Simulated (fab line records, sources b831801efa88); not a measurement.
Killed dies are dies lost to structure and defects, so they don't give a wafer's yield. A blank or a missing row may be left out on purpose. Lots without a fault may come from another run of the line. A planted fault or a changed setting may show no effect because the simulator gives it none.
fab line records | flow sky130 | part 2 of 2: steps 27 to 34 of 34
record lots=5 wafers=15 last_day=50
route steps=708 shown METAL3@560 VIA3@573
lots that met no fault: from a run of the same line without faults
start_h: hours from the record's first day to the start of the lot's first wafer shown | wait_h: hours since the lot's step before | " the same as in the row above | L1.1+2: a row that stands for several wafers | - no value, or no start given | * or withheld: withheld | < > ~ a bound
route shown NAME@n: a module of which the file shows steps, and the number in the route of the first | usual: mean/standard deviation of fault-free wafers | same: alike in all rows | chamber/n: place in a boat | sites: the reading at each site | _std_site: their standard deviation | _edge_site: outer sites' mean less inner sites' | radius_mm: how far each site lies from the wafer's centre | mask NAME#n: copy n | behind: the tool/chamber that last shaped the wafer | hold: why the lot was held/for how many hours/how that ended | device: the transistor (n, p or np) that didn't switch | end of line: the same wafers' tests at the end of the route | a step without rows: its recipe alone | killed: dies lost to structure and defects at the first sort, not the wafer's yield | map: a wafer's dies, x killed, . not, _ none there
set.NAME: the setting as run; set.NAME@STEP: as run at that earlier step | model.NAME: the simulator's own value behind a step, which no gauge read
lots at some steps of the route; a table a step, a row a wafer
services: from which hour (start_h, from the record's first day; less than 0 if before it) a tool's chamber was out of use, for how many hours, and why
## steps
# step SKY_VIA3_OVL_MEAS_13
# usual VIA3_OVL=-4/4.4
# columns lot.wafer tool chamber start_h wait_h VIA3_OVL[nm]
L082.1 overlay-01 - 996.80 0.1 -4
L082.5 " - " " -7
L082.6 " - " " -4
L083.1 overlay-02 - 1009.92 0.1 -3
L083.2 " - " " -12
L083.3 " - " " -9
L088.1 overlay-02 - 1032.58 0.1 0
L088.2 " - " " -1
L088.3 " - " " -4
L089.2 overlay-01 - 1037.53 0.1 -4
L089.5 " - " " -4
L089.6 " - " " -6
L095.2 overlay-02 - 1072.48 0.1 -4
L095.4 " - " " -3
L095.5 " - " " -5
# step SKY_VIA3_ETCH_14
# recipe chemistry=N2/H2 target=BARC ion_energy_ev=200 source_w=500 bias_w=100 pressure_mtorr=30 n2_flow_sccm=100 h2_flow_sccm=200 stop_on=SiO2 time_s=45.9 target_depth_a=600
# usual bias_w=100.04/0.29 chamber_pressure_mTorr=30.00/0.03 drypump_motor_current_A=5.7/0.33 n2_flow_sccm=99.99/0.29 oes_product_au=0.854/0.0051 rf_fwd_power_W=494.4/2 throttle_valve_pct=13.225/0.0076
# columns lot.wafer tool chamber start_h wait_h bias_w chamber_pressure_mTorr drypump_motor_current_A n2_flow_sccm oes_product_au rf_fwd_power_W rf_hours_counter_h throttle_valve_pct
L082.1 rie_diel-01 0 996.83 0.0 99.94 30.02 5.4 99.90 0.850 494.5 15 13.222
L082.5 " 0 " " 100.20 30.02 5.4 100.20 0.856 495.8 - 13.236
L082.6 " 3 " " 99.91 30.02 5.7 100.08 0.861 492.1 - 13.227
L083.1 rie_diel-01 3 1009.96 0.0 100.04 30.04 5.6 99.68 0.860 491.1 17 13.221
L083.2 " 2 " " 100.57 29.99 5.1 100.21 0.858 497.1 21 13.219
L083.3 " 1 " " 99.98 30.03 5.9 99.71 0.860 496.2 22 13.232
L088.1 rie_diel-02 0 1032.61 0.0 99.81 30.02 6.3 99.88 0.856 490.7 10 13.208
L088.2 " 1 " " 100.20 29.97 6.2 99.83 0.850 492.9 18 13.232
L088.3 " 3 " " 100.17 30.00 5.8 100.16 0.851 495.1 7 13.219
L089.2 rie_diel-03 2 1037.56 0.0 99.69 29.96 5.4 99.39 0.859 494.3 8 13.224
L089.5 " 1 " " 100.01 29.98 5.7 99.93 0.854 492.8 - 13.226
L089.6 " 2 " " 99.98 30.05 5.4 100.47 0.847 494.0 - 13.226
L095.2 rie_diel-02 3 1072.51 0.0 99.90 29.97 5.8 100.49 0.854 495.8 8 13.220
L095.4 " 1 " " 100.33 30.05 6.1 100.16 0.850 494.7 20 13.234
L095.5 " 3 " " 99.77 29.99 5.8 100.44 0.857 493.0 - 13.228
# step SKY_VIA3_ETCH_15
# recipe target=SiO2 chemistry=C4F8/O2/Ar target_depth_nm=507 stop_on=TiN mask_material=KrF-thick source_w=1500 bias_w=1200 pressure_mtorr=40 c4f8_flow_sccm=withheld O2_flow_sccm=6 Ar_flow_sccm=300 time_s=78
# usual bias_w=1199/3.6 chamber_pressure_mTorr=40.00/0.041 oes_product_au=0.945/0.0045 rf_fwd_power_W=1489/5.3
# columns lot.wafer tool chamber start_h wait_h bias_w chamber_pressure_mTorr oes_product_au rf_fwd_power_W
L082.1 rie_diel-01 0 996.88 0.0 1199 40.04 0.948 1497
L082.5 " 0 " " 1200 40.00 0.951 1493
L082.6 " 3 " " 1191 39.93 0.958 1484
L083.1 rie_diel-01 3 1010.00 0.0 1202 39.97 0.934 1486
L083.2 " 2 " " 1199 39.99 0.938 1492
L083.3 " 1 " " 1201 40.01 0.947 1490
L088.1 rie_diel-02 0 1032.66 0.0 1204 40.07 0.949 1481
L088.2 " 1 " " 1195 40.09 0.944 1487
L088.3 " 3 " " 1200 40.04 0.952 1485
L089.2 rie_diel-03 2 1037.61 0.0 1196 40.04 0.953 1492
L089.5 " 1 " " 1197 40.03 0.939 1486
L089.6 " 2 " " 1198 39.95 0.940 1496
L095.2 rie_diel-02 3 1072.56 0.0 1200 39.98 0.944 1485
L095.4 " 1 " " 1197 40.00 0.950 1490
L095.5 " 3 " " 1192 40.03 0.944 1487
# step SKY_VIA3_STRIP_16
# recipe chemistry=O2/N2 power_w=1400 pressure_mtorr=1500 platen_temp_c=withheld o2_flow_sccm=3000 n2_flow_sccm=300 overash_fraction=0.5
# usual chamber_pressure_mTorr=1500.2/1.4 drypump_motor_current_A=5.7/0.45 n2_flow_sccm=300.0/0.83 o2_flow_sccm=2999/8.8 oes_product_au=0.402/0.0047 strip_time_to_endpoint_s=4.132/0.025
# columns lot.wafer tool chamber start_h wait_h chamber_pressure_mTorr drypump_motor_current_A n2_flow_sccm o2_flow_sccm oes_product_au rf_hours_counter_h strip_time_to_endpoint_s
L082.1 plasma_asher-03 1 996.94 0.0 1500.9 5.9 300.8 3004 0.406 110 4.162
L082.5 " 0 " " 1501.6 6.3 298.8 2994 0.403 - 4.168
L082.6 " 1 " " 1500.6 5.9 301.1 3017 0.408 - 4.107
L083.1 plasma_asher-04 0 1010.06 0.0 1499.9 5.9 300.7 3003 0.403 27 4.183
L083.2 " 1 " " 1498.7 5.8 300.1 3003 0.407 27 4.170
L083.3 " 1 " " 1498.9 5.8 300.5 3008 0.402 - 4.161
L088.1 plasma_asher-02 1 1032.72 0.0 1500.0 4.7 298.9 2991 0.406 59 4.111
L088.2 " 0 " " 1499.8 5.7 300.8 3009 0.398 59 4.145
L088.3 " 0 " " 1499.4 5.7 301.9 2995 0.392 - 4.139
L089.2 plasma_asher-04 1 1037.67 0.0 1499.4 5.7 301.2 3000 0.404 29 4.140
L089.5 " 0 " " 1499.3 5.9 300.6 2991 0.402 - 4.139
L089.6 " 1 " " 1500.0 5.8 299.8 2999 0.398 - 4.136
L095.2 plasma_asher-02 0 1072.62 0.0 1499.4 5.7 300.5 2999 0.403 63 4.132
L095.4 " 1 " " 1499.5 4.7 298.9 2991 0.396 - 4.131
L095.5 " 1 " " 1499.5 4.7 299.2 3004 0.392 - 4.151
# step SKY_VIA3_STRIP_17
# recipe chemistry=post_etch_residue_remover time_s=1200 temp_c=72.5
# columns lot.wafer tool chamber start_h wait_h
L082.1+5+6 wet_bench-01 2 997.04 0.1
L083.1+2+3 wet_bench-03 2 1010.16 0.1
L088.1+2+3 wet_bench-03 1 1032.82 0.1
L089.2+5+6 wet_bench-01 0 1037.77 0.1
L095.2+4+5 wet_bench-04 0 1072.72 0.1
# step SKY_VIA3_CLEAN_18
# recipe chemistry=IPA time_s=180 temp_c=25
# columns lot.wafer tool chamber start_h wait_h
L082.1+5+6 wet_bench-01 3 997.44 0.0
L083.1+2+3 wet_bench-04 0 1010.50 0.0
L088.1+2+3 wet_bench-01 0 1033.16 0.0
L089.2+5+6 wet_bench-03 2 1038.11 0.0
L095.2+4+5 wet_bench-03 3 1073.09 0.0
# step SKY_VIA3_CLEAN_19
# recipe chemistry=O3/DIW dry=n2_spin
# columns lot.wafer tool chamber start_h wait_h
L082.1+5+6 wet_bench-01 1 997.51 0.0
L083.1+2+3 wet_bench-03 3 1010.56 0.0
L088.1+2+3 wet_bench-03 3 1033.22 0.0
L089.2+5+6 wet_bench-01 0 1038.17 0.0
L095.2+4+5 wet_bench-04 2 1073.15 0.0
# step SKY_VIA3_SPUTTER_20
# recipe material=TiN target_thk_nm=20 chamber_pressure_pa=5 power_w=4000 time_s=80
# usual throttle_valve_pct=29.6/0.85
# columns lot.wafer tool chamber start_h wait_h throttle_valve_pct
L082.1 pvd_sputter-03 - 997.62 0.0 29.7
L082.5 " - " " 30.2
L082.6 " - " " 29.5
L083.1 pvd_sputter-04 - 1010.65 0.0 30.0
L083.2 " - " " 31.3
L083.3 " - " " 30.0
L088.1 pvd_sputter-01 - 1033.31 0.0 29.5
L088.2 " - " " 30.8
L088.3 " - " " 29.2
L089.2 pvd_sputter-04 - 1038.26 0.0 28.2
L089.5 " - " " 28.5
L089.6 " - " " 30.2
L095.2 pvd_sputter-03 - 1073.25 0.0 28.7
L095.4 " - " " 29.5
L095.5 " - " " 30.3
## services
# columns tool chamber start_h hours kind
krf_scanner-01 - 944.33 0.6 repair
wet_bench-01 - 945.22 1.9 repair
rie_diel-01 2 947.22 28.2 repair
krf_scanner-01 - 952.47 0.3 repair
plasma_asher-02 - 958.05 17.6 repair
rie_diel-01 - 960.00 0.8 repair
cmp-01 - 960.99 6.4 pm
krf_scanner-02 - 966.54 0.6 repair
krf_scanner-02 - 974.40 0.2 repair
hdpcvd-02 1 976.39 4.1 repair
krf_scanner-02 - 990.27 4.4 pm
krf_scanner-02 - 1016.77 1.0 pm
rie_metal-04 1 1019.34 12.3 repair
cmp-01 - 1027.77 1.6 repair
krf_scanner-02 - 1028.66 3.6 pm
krf_scanner-02 - 1037.37 2.3 repair
rie_diel-04 2 1037.38 6.4 repair
krf_scanner-01 - 1039.67 1.0 pm
rie_diel-02 0 1046.18 16.5 repair
rie_metal-04 1 1046.88 4.4 repair
krf_scanner-02 - 1047.45 1.3 pm
plasma_asher-03 - 1055.25 9.0 pm
krf_scanner-02 - 1059.50 0.8 pm
rie_metal-01 0 1062.07 19.1 repair
